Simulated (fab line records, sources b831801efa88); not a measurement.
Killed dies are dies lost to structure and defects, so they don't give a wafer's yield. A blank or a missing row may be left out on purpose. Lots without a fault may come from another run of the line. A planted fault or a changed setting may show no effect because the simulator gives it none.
Which tool did it? | flow gf180mcu | 11 lots, 33 wafers sampled, at 3 steps of a route of 602

WHAT THE GAUGES READ, wafer by wafer
GF_VT_IMPLANT_TW_MEAS_21.
lot  | measured     | on            | VT_IMPLANT_2_TW
L976 | day 6 08:43  | film_metro-03 | 1223 1228 1230
L977 | day 6 12:41  | film_metro-01 | 1224 1222 1229
L978 | day 6 17:17  | film_metro-01 | 1233 1232 1223
L979 | day 7 00:40  | film_metro-01 | 1223 1210 1215
L980 | day 7 06:20  | film_metro-01 | 1216 1212 1212
L981 | day 7 14:44  | film_metro-01 | 1213 1217 1219
L987 | day 9 06:05  | film_metro-02 | 1358 1365 1363
L990 | day 10 00:11 | film_metro-03 | 1386 1386 1385
L993 | day 10 19:05 | film_metro-03 | 1218 1217 1217
L995 | day 11 04:58 | film_metro-03 | 1224 1220 1221
L997 | day 11 16:25 | film_metro-02 | 1196 1196 1200

WHICH TOOL RAN EACH LOT (tool, then ch and the chambers of the sampled wafers, then the start)
lot  | GF_MVSD_STRIP_10                    | GF_VT_IMPLANT_IMPLANT_19
L976 | plasma_asher-03 ch 0,1, day 4 12:47 | implanter-01 ch 0, day 6 08:28
L977 | plasma_asher-03 ch 0,1, day 4 16:04 | implanter-01 ch 0, day 6 12:26
L978 | plasma_asher-03 ch 0,1, day 4 21:09 | implanter-02 ch 0, day 6 17:04
L979 | plasma_asher-01 ch 0,1, day 5 03:23 | implanter-01 ch 0, day 7 00:25
L980 | plasma_asher-04 ch 0,1, day 5 08:34 | implanter-01 ch 0, day 7 06:05
L981 | plasma_asher-03 ch 0,1, day 5 16:37 | implanter-03 ch 0, day 7 14:29
L987 | plasma_asher-03 ch 0, day 7 03:49   | implanter-03 ch 0, day 9 05:50
L990 | plasma_asher-03 ch 0,1, day 7 20:21 | implanter-03 ch 0, day 9 23:58
L993 | plasma_asher-04 ch 0,1, day 8 15:27 | implanter-01 ch 0, day 10 18:52
L995 | plasma_asher-03 ch 0, day 9 01:28   | implanter-02 ch 0, day 11 04:44
L997 | plasma_asher-03 ch 1, day 9 12:34   | implanter-02 ch 0, day 11 16:11
- GF_MVSD_STRIP_10: strips in O2/N2.
- GF_VT_IMPLANT_IMPLANT_19

THE ANSWER, worked out from the rows above alone
Rule: what is usual is taken from the lots themselves. Put in order of their means at a reading, lots are off if they are a third of the lots or fewer, leave a main group of 4 or more, and stand apart from it by a gap of 3 or more times the standard deviation of the main group's means; of several such gaps the widest counts. A main group whose means are all the same, to the digits that the tables above print for the reading, isn't used. A lot without any number at a reading at which 4 lots or more have one is off too. The other lots that the step has rows for count as sound.
Off: L987, L990, at GF_VT_IMPLANT_TW_MEAS_21 (VT_IMPLANT_2_TW). The main group: mean 1218, standard deviation 9.
A tool fits if, at a process step before that reading, it ran every lot that is off, and no sound lot after the first of them. The gauges at GF_VT_IMPLANT_TW_MEAS_21 are tried like those tools. One fits: implanter-03 at GF_VT_IMPLANT_IMPLANT_19. Its last sound lot is L981 (day 7 14:29), its first lot that is off L987 (day 9 05:50): a fault that began between those two fits.

WHAT THE SIMULATOR HAD PUT IN
Process parameter drift: implanter-03, from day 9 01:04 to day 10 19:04, at GF_VT_IMPLANT_IMPLANT_19. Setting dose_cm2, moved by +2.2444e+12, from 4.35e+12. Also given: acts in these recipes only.
Lots struck among those shown: L987, L990. The rule above found the same.
